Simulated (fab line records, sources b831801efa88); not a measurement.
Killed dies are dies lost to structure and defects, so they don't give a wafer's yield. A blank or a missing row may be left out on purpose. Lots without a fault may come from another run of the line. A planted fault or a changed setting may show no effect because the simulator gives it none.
Split-lot experiment | flow gf180mcu | 5 lots, 23 wafers read, on a route of 602 steps

THE SPLIT
At GF_PSD_DEVELOP_06 (develop time 60 s), the setting develop_time_s was moved away from the recipe's 60 s on 7 of the 23 wafers read, by -13.3% to +14.1%. The other wafers ran this setting at the recipe's value.

The file shows no step between the split and the reading.

THE READING
cd_nm, in nm, at GF_PSD_CD_MEAS_07 (target cd 400 nm). Fault-free wafers of this fab line usually give 400.5 nm, standard deviation 2.5 nm.

wafer  | tool, chamber at the split | develop_time_s as run, s | against the recipe | cd_nm, nm | against lot-mates on the recipe
L075.1 | litho_track-02, 0          | 56.26                    | -6.2%              | 396.5     | -5.2
L075.2 | litho_track-02, 0          | 56.26                    | -6.2%              | 393.6     | -8.1
L075.3 | litho_track-02, 0          | 60                       | recipe             | 400.4     | -
L075.5 | litho_track-02, 0          | 56.26                    | -6.2%              | 395.6     | -6.1
L075.6 | litho_track-02, 0          | 60                       | recipe             | 403.1     | -
L077.1 | litho_track-03, 0          | 60                       | recipe             | 404.1     | -
L077.2 | litho_track-03, 0          | 60                       | recipe             | 403.6     | -
L077.5 | litho_track-03, 0          | 60                       | recipe             | 403.7     | -
L082.1 | litho_track-01, 0          | 60                       | recipe             | 400.9     | -
L082.2 | litho_track-01, 0          | 68.44                    | +14.1%             | 409.4     | +9.6
L082.4 | litho_track-01, 0          | 60                       | recipe             | 399.6     | -
L082.5 | litho_track-01, 0          | 68.44                    | +14.1%             | 413.4     | +13.6
L082.6 | litho_track-01, 0          | 60                       | recipe             | 398.9     | -
L083.1 | litho_track-01, 0          | 60                       | recipe             | 398.2     | -
L083.2 | litho_track-01, 0          | 60                       | recipe             | 397.1     | -
L083.3 | litho_track-01, 0          | 52                       | -13.3%             | 382.7     | -14.7
L083.5 | litho_track-01, 0          | 52                       | -13.3%             | 381.9     | -15.5
L083.6 | litho_track-01, 0          | 60                       | recipe             | 396.9     | -
L084.1 | litho_track-01, 0          | 60                       | recipe             | 403.9     | -
L084.3 | litho_track-01, 0          | 60                       | recipe             | 404.6     | -
L084.4 | litho_track-01, 0          | 60                       | recipe             | 403.7     | -
L084.5 | litho_track-01, 0          | 60                       | recipe             | 404.0     | -
L084.6 | litho_track-01, 0          | 60                       | recipe             | 404.3     | -

THE FIT
A straight line over all 23 wafers: cd_nm changes by +1.03 nm for each +1% of develop_time_s; r = +0.90; the points scatter about the line by 3.2 nm.
The same after taking each lot's own level away (the mean of its wafers on the recipe; 23 wafers): +0.972 nm for each +1%; r = +0.98; scatter 1.3 nm.
On that fit, the largest move of develop_time_s shifts the reading by 14 nm.
The lots' own levels span 397.40 to 404.10 nm, that is 2.7 times the standard deviation above.
So the lot-to-lot level changes the slope little: the two slopes agree.
Check: with one of the wafers moved furthest among these (+14.1%) left out of the fit, the line predicts +14.8 nm for it against its lot-mates. It came out at +9.6 nm against them.

OTHER SPLITS ON THESE WAFERS
These wafers also went through other splits before the reading. Each is held against what the fit with the lots' levels taken away leaves over:
other split on the same wafers      | wafers away from the commonest value | r with cd_nm (lot level and that fit taken away)
GF_HV_LDD_IMPLANT_09 dose_cm2       | 5                                    | +0.23
GF_HV_LDD_DEVELOP_18 develop_time_s | 7                                    | -0.17
GF_HV_LDD_IMPLANT_21 energy_kev     | 4                                    | +0.10
GF_HV_LDD_SOFTBAKE_27 time_s        | 7                                    | +0.17
GF_NSD_COAT_02 resist_thk_nm        | 4                                    | +0.37

THE FILE'S OWN FIT
cd_nm changes by +0.976 nm for each +1% of develop_time_s, r = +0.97.
